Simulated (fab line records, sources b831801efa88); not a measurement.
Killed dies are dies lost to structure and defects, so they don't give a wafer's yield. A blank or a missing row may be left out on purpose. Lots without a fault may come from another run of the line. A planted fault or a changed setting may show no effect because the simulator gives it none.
A struck lot beside a sound one | flow sky130 | 44 steps out of a route of 708
Sound: wafers L423.3, L423.4, L423.5. Struck: wafers L420.1, L420.3, L420.4. The cause comes at the end.
At each step with rows: each side's tool, then ch and its chambers, then its first start. Under that, the readings that differ: sound wafers | struck wafers | difference of the means | sigmas: that difference in standard deviations of wafers without a fault.
alike: readings whose means differ by less than 2 such deviations, and words and numbers that are the same on both sides. not compared: withheld readings, readings that some wafer has no value for, bounds like >300 that may hide the same value, and numbers for which the record gives no deviation and whose values overlap.
The two part at a step that has a row with sigmas, a row that says differs or no value, or rows on one side only. Numbers that don't overlap but have no deviation are shown without sigmas and don't part them. A reading that every wafer of one side lacks parts them only if that side has two wafers or more.

first, 2 steps without rows for these wafers: SKY_DNWELL_DEVELOP_06 (develop time 60 s); SKY_DNWELL_IMPLANT_07.
SKY_DNWELL_STRIP_08: strips in O2/N2.
  sound on plasma_asher-03 ch 0,1, day 6 14:28; struck on plasma_asher-03 ch 0,1, day 6 01:53
  alike: drypump_motor_current_A, oes_product_au, strip_time_to_endpoint_s
  not compared: rf_hours_counter_h
SKY_DNWELL_TW_MEAS_09:
  sound on film_metro-04, day 6 14:33; struck on film_metro-03, day 6 01:59
  reading   | sound          | struck         | difference | sigmas
  DNWELL_TW | 1129 1131 1122 | 1088 1093 1096 | -35        | -3
then, 7 steps without rows for these wafers: SKY_PWDE_DEHYDRATE_00 (time 60 s); SKY_PWDE_HMDS_01 (prime time 60 s); SKY_PWDE_COAT_02 (resist thk 3000 nm); SKY_PWDE_SOFTBAKE_03; SKY_PWDE_EXPOSE_04 (exposes mask PWDEM, target cd 840 nm); SKY_PWDE_PEB_05; SKY_PWDE_DEVELOP_06 (develop time 60 s).
SKY_PWDE_OVL_MEAS_07:
  sound on overlay-02, day 7 09:58; struck on overlay-02, day 6 21:35
  alike: PWDE_OVL
SKY_PWDE_IMPLANT_08:
  sound on implanter-01 ch 0, day 7 10:03; struck on implanter-03 ch 0, day 6 21:37
  reading                   | sound                | struck               | difference | sigmas
  beam_energy_keV           | 149.92 149.94 149.94 | 182.44 182.48 182.34 | +32.49     | +99 or more
  model.implant.rp_nm (nm)  | 426.2 426.2 426.2    | 495 495 495          | +69        |
  model.implant.drp_nm (nm) | 97.97 97.97 97.97    | 105 105 105          | +7         |
  alike: dose_ions_cm2
SKY_PWDE_STRIP_09: strips in O2/N2.
  sound on plasma_asher-02 ch 0,1, day 7 10:11; struck on plasma_asher-04 ch 0,1, day 6 21:46
  alike: drypump_motor_current_A, oes_product_au, strip_time_to_endpoint_s
  not compared: rf_hours_counter_h
SKY_PWDE_TW_MEAS_10:
  sound on film_metro-04, day 7 10:16; struck on film_metro-02, day 6 21:52
  alike: PWDE_TW
then, 7 steps without rows for these wafers: SKY_NWELL_DEHYDRATE_03 (time 60 s); SKY_NWELL_HMDS_04 (prime time 60 s); SKY_NWELL_COAT_05 (resist thk 3000 nm); SKY_NWELL_SOFTBAKE_06; SKY_NWELL_EXPOSE_07 (exposes mask NWM, target cd 840 nm); SKY_NWELL_PEB_08; SKY_NWELL_DEVELOP_09 (develop time 60 s).
SKY_NWELL_OVL_MEAS_10:
  sound on overlay-02, day 8 07:11; struck on overlay-01, day 7 17:54
  reading           | sound          | struck       | difference | sigmas
  NWELL_00_OVL (nm) | -2.4 -3.2 -2.1 | 1.9 -0.2 0.7 | +3.4       | +3
then, 3 steps without rows for these wafers: SKY_NWELL_IMPLANT_11; SKY_NWELL_IMPLANT_12; SKY_NWELL_IMPLANT_13.
SKY_NWELL_STRIP_14: strips in O2/N2.
  sound on plasma_asher-02 ch 0,1, day 8 07:42; struck on plasma_asher-02 ch 0,1, day 7 18:23
  alike: drypump_motor_current_A, oes_product_au, strip_time_to_endpoint_s
  not compared: rf_hours_counter_h
SKY_NWELL_TW_MEAS_15:
  sound on film_metro-04, day 8 07:47; struck on film_metro-04, day 7 18:29
  alike: NWELL_TW
then, 7 steps without rows for these wafers: SKY_NWELL_DEHYDRATE_16 (time 60 s); SKY_NWELL_HMDS_17 (prime time 60 s); SKY_NWELL_COAT_18 (resist thk 3000 nm); SKY_NWELL_SOFTBAKE_19; SKY_NWELL_EXPOSE_20 (exposes mask NWM COMPLEMENT, target cd 840 nm); SKY_NWELL_PEB_21; SKY_NWELL_DEVELOP_22 (develop time 60 s).
SKY_NWELL_OVL_MEAS_23:
  sound on overlay-02, day 9 04:20; struck on overlay-01, day 8 14:20
  alike: NWELL_01_OVL
then, 1 step without rows for these wafers: SKY_NWELL_IMPLANT_24.
SKY_NWELL_STRIP_25: strips in O2/N2.
  sound on plasma_asher-01 ch 0,1, day 9 04:33; struck on plasma_asher-04 ch 0,1, day 8 14:31
  alike: drypump_motor_current_A, oes_product_au, strip_time_to_endpoint_s
  not compared: rf_hours_counter_h
SKY_NWELL_TW_MEAS_26:
  sound on film_metro-04, day 9 04:38; struck on film_metro-02, day 8 14:37
  alike: NWELL_2_TW
then, 1 step without rows for these wafers: SKY_NWELL_CLEAN_27 (cleans in SC1/SC2, time 150 s).
SKY_NWELL_RTA_28: time 30 s.
  sound on rtp_anneal-02 ch 0, day 9 04:46; struck on rtp_anneal-01 ch 0, day 8 14:44
  alike: lamp_power_pct, wafer_temp_C_max
SKY_NWELL_RS_MEAS_29: measures by four-point-probe.
  sound on film_metro-03, day 9 04:52; struck on film_metro-03, day 8 14:50
  alike: NWELL_RS
SKY_NWELL_RS_MEAS_31: measures by four-point-probe.
  sound on film_metro-03, day 9 05:07; struck on film_metro-03, day 8 15:04
  reading          | sound          | struck         | difference | sigmas
  PWDE_RS (ohm/sq) | 5286 5268 5283 | 5238 5236 5226 | -46        | -3
-- the record jumps here: 40 days lie between the struck wafers' starts before and after (it left off in module NWELL and takes up again in module PAD_OPEN, whose first step shown is number 708 of the route) --
SKY_PAD_OPEN_PROBE_99:
  sound on prober-01, day 49 13:18; struck on prober-01, day 49 02:44
  reading                                   | sound                         | struck         | difference | sigmas
  model.etest.res_p_drift_20v.line_ohm_um   | 1.281e+04 1.25e+04 1.234e+04  | 9290 9109 9219 | -3344      |
  model.etest.res_p_drift_20v.rs_ohm_sq     | 1.072e+04 1.041e+04 1.018e+04 | 7590 7741 7580 | -2800      |
  model.etest.res_pwde_under_gate.rs_ohm_sq | 6161 6143 6162                | 6187 6260 6200 | +60        |
  alike: killed_at_M0_to_M3, killed_at_M4_up, killed_at_contacts, killed_at_front_end, killed_at_other, killed_dies, killed_open, killed_short

WHERE THEY PART
First at SKY_DNWELL_TW_MEAS_09; last, within this record, at SKY_NWELL_RS_MEAS_31. Later steps at which nothing parts them and some readings are alike: SKY_PAD_OPEN_PROBE_99.

WHY: what the simulator had put in
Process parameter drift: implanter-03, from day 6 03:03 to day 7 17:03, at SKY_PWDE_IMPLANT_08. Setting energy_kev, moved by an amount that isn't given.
